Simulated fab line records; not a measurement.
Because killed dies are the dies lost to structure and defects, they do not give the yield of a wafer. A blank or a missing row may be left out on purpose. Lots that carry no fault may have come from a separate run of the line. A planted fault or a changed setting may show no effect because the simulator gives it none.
Split-lot trial	flow gf180mcu	23 wafers read across 5 lots, on a route 602 steps long

## THE SPLIT
At GF_V3_CVD_02 (deposits SiO2 from TEOS, target thk 850 nm, time 94.851 s), the setting timeS was moved away from the recipe's 94.851 s on 5 of the 23 wafers read, by +7.1% to +14.5%. For the rest of the wafers, this setting stayed at what the recipe calls for.

Between the split and the reading, the file records no step.

## THE READING
V3_CVD_02_THK (nm), taken at GF_V3_THK_MEAS_03. Typical for fault-free wafers on this fab line: 846 nm, with standard deviation 11 nm.

wafer	tool, chamber at the split	timeS as run, s	against the recipe	V3_CVD_02_THK, nm	against lot-mates on the recipe
L074.1	pecvd-03, 2	94.851	recipe	831	-
L074.3	pecvd-03, 0	94.851	recipe	859	-
L074.4	pecvd-03, 1	101.6	+7.1%	921	+75
L074.5	pecvd-03, 2	101.6	+7.1%	913	+67
L074.6	pecvd-03, 0	94.851	recipe	849	-
L076.1	pecvd-03, 0	94.851	recipe	834	-
L076.2	pecvd-03, 2	94.851	recipe	825	-
L076.4	pecvd-03, 0	94.851	recipe	849	-
L076.5	pecvd-03, 2	94.851	recipe	848	-
L076.6	pecvd-03, 1	94.851	recipe	854	-
L077.1	pecvd-03, 0	94.851	recipe	839	-
L077.2	pecvd-03, 2	94.851	recipe	838	-
L077.3	pecvd-03, 1	94.851	recipe	839	-
L077.4	pecvd-03, 1	94.851	recipe	851	-
L077.5	pecvd-03, 0	94.851	recipe	854	-
L079.1	pecvd-02, 2	94.851	recipe	832	-
L079.2	pecvd-02, 1	94.851	recipe	832	-
L079.5	pecvd-02, 0	94.851	recipe	831	-
L082.1	pecvd-02, 1	108.6	+14.5%	965	+118
L082.2	pecvd-02, 0	94.851	recipe	841	-
L082.4	pecvd-02, 2	108.6	+14.5%	968	+122
L082.5	pecvd-02, 1	108.6	+14.5%	974	+128
L082.6	pecvd-02, 0	94.851	recipe	852	-

FIT RESULTS
A straight line over all 23 wafers: V3_CVD_02_THK changes by +8.95 nm for each +1% of timeS; r = +0.98; the points scatter about the line by 9.9 nm.
The same after taking each lot's own level away (the mean of its wafers on the recipe; 23 wafers): +8.62 nm for each +1%; r = +0.98; scatter 8.6 nm.
On that fit, the largest move of timeS shifts the reading by 1.2e+02 nm.
The span of the lots' own levels, 831.7 to 846.5 nm, comes to 1.3 times the standard deviation stated above.
The two slopes agree, so the slope changes little with the lot-to-lot level.
Check: for one of the wafers moved furthest among these (+14.5%), held out of the fit, the line's prediction against its lot-mates is +128 nm. Against them it came out at +118 nm.

## OTHER SPLITS APPLIED TO THESE WAFERS
Other splits were also applied to these wafers ahead of the reading. Each is held against what the fit with the lots' levels taken away leaves over:
other split on the same wafers	wafers away from the commonest value	r with V3_CVD_02_THK (lot level and that fit taken away)
GF_V2_SPUTTER_21 chamberPressurePa	18	+0.21
GF_M3_SPUTTER_01 powerW	8	+0.32
GF_M3_PEB_12 pebTimeS	9	-0.11

## THE WHOLE CHAIN: every reading that the file lists as answering this split, in the file's order
step	what it does	reading	change (the file's fit)	r (the file's)
GF_V3_CVD_02	deposits SiO2 from TEOS, target thk 850 nm, time 94.851 s	SiO2_of_V3_CVD_02.thkNm (the simulator's own value, which no gauge read)	+8.72 nm for each +1% of the setting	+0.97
GF_V3_THK_MEAS_03		V3_CVD_02_THK	+8.76 for each +1% of the setting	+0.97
GF_V3_CMP_04	polishes SiO2	timeToEndpointS	withheld for each +1% of the setting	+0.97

## FILE'S OWN FIT
V3_CVD_02_THK changes by +8.76 nm for each +1% of timeS, r = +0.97.
